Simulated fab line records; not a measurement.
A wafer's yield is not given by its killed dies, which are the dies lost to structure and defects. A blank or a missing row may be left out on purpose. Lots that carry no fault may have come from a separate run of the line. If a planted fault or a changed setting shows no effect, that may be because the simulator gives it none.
Split-lot experiment -- flow gf180mcu -- route with 602 steps; 5 lots, 23 wafers read

ABOUT THE SPLIT
At GF_V3_CVD_23 (deposits W, target thk 350 nm, time 104.9 s), the setting temp c was moved away from the recipe's 400 C on 10 of the 23 wafers read, by +1.2% to +2.4%. For the rest of the wafers, this setting stayed at what the recipe calls for.

FROM THE SPLIT TO THE READING: what the file shows between them, 1 step
- GF_V3_RS_MEAS_24: measures by four-point-probe

THE READING
V3_W_THK, in nm, at GF_V3_THK_MEAS_25 (measures by xrf). On this fab line, fault-free wafers typically give 344 nm with a standard deviation of 4.9 nm.

wafer,"tool, chamber at the split","temp c as run, C",against the recipe,"V3_W_THK, nm",against lot-mates on the recipe
L077.2,"cvd w-02, 1",409.2,+2.3%,409,+60
L077.3,"cvd w-02, 1",409.2,+2.3%,408,+58
L077.4,"cvd w-02, 0",409.2,+2.3%,412,+62
L077.5,"cvd w-02, 1",400,recipe,348,-
L077.6,"cvd w-02, 0",400,recipe,351,-
L076.1,"cvd w-02, 0",409.5,+2.4%,412,+65
L076.2,"cvd w-02, 1",400,recipe,346,-
L076.3,"cvd w-02, 1",409.5,+2.4%,409,+62
L076.5,"cvd w-02, 0",400,recipe,348,-
L076.6,"cvd w-02, 1",400,recipe,347,-
L081.2,"cvd w-02, 1",400,recipe,340,-
L081.3,"cvd w-02, 0",400,recipe,342,-
L081.4,"cvd w-02, 1",400,recipe,342,-
L080.2,"cvd w-02, 1",400,recipe,341,-
L080.3,"cvd w-02, 0",407.9,+2.0%,396,+54
L080.4,"cvd w-02, 1",407.9,+2.0%,390,+48
L080.5,"cvd w-02, 1",407.9,+2.0%,393,+50
L080.6,"cvd w-02, 0",400,recipe,344,-
L083.2,"cvd w-01, 0",400,recipe,343,-
L083.3,"cvd w-01, 0",404.9,+1.2%,374,+32
L083.4,"cvd w-01, 1",400,recipe,344,-
L083.5,"cvd w-01, 1",404.9,+1.2%,377,+35
L083.6,"cvd w-01, 0",400,recipe,338,-

FIT RESULTS
A straight line over all 23 wafers: V3_W_THK changes by +27.2 nm for each +1% of temp c; r = +0.99; the points scatter about the line by 3.8 nm.
The same after taking each lot's own level away (the mean of its wafers on the recipe; 23 wafers): +26.2 nm for each +1%; r = +1.00; scatter 2 nm.
That fit puts the effect of the largest move of temp c on the reading at 62 nm.
From 341.3 to 349.5 nm: that is the span of the lots' own levels, equal to 1.7 times the standard deviation above.
Consequently the slope shifts little with the lot-to-lot level, the two slopes agreeing.
Check: +61.9 nm against its lot-mates is what the line predicts for one of the wafers moved furthest among these (+2.4%) when that wafer is left out of the fit. It came out at +65 nm against them.

OTHER SPLITS ON THESE WAFERS
Before the reading, these wafers also passed through other splits. Each is held against what the fit with the lots' levels taken away leaves over:
other split on the same wafers,wafers away from the commonest value,r with V3_W_THK (lot level and that fit taken away)
GF_V3_CVD_00 sih4 flow sccm,10,+0.27

THE WHOLE CHAIN: every reading that the file lists as answering this split, in the file's order
step,what it does,reading,change (the file's fit),r (the file's)
GF_V3_CVD_23,"deposits W, target thk 350 nm, time 104.9 s","W_of_V3_CVD_23.thk nm (the simulator's own value, which no gauge read)",+27.3 nm for each +1% of the setting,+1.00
GF_V3_RS_MEAS_24,measures by four-point-probe,V3_W_RS,-0.0219 for each +1% of the setting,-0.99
GF_V3_THK_MEAS_25,measures by xrf,V3_W_THK,+26.3 for each +1% of the setting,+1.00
GF_V3_CMP_26,"polishes, stops on SiO2, t overpolish 15 s, target thk 0 nm",time to endpoint s,withheld for each +1% of the setting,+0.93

FILE'S OWN FIT
V3_W_THK changes by +26.3 nm for each +1% of temp c, r = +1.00.
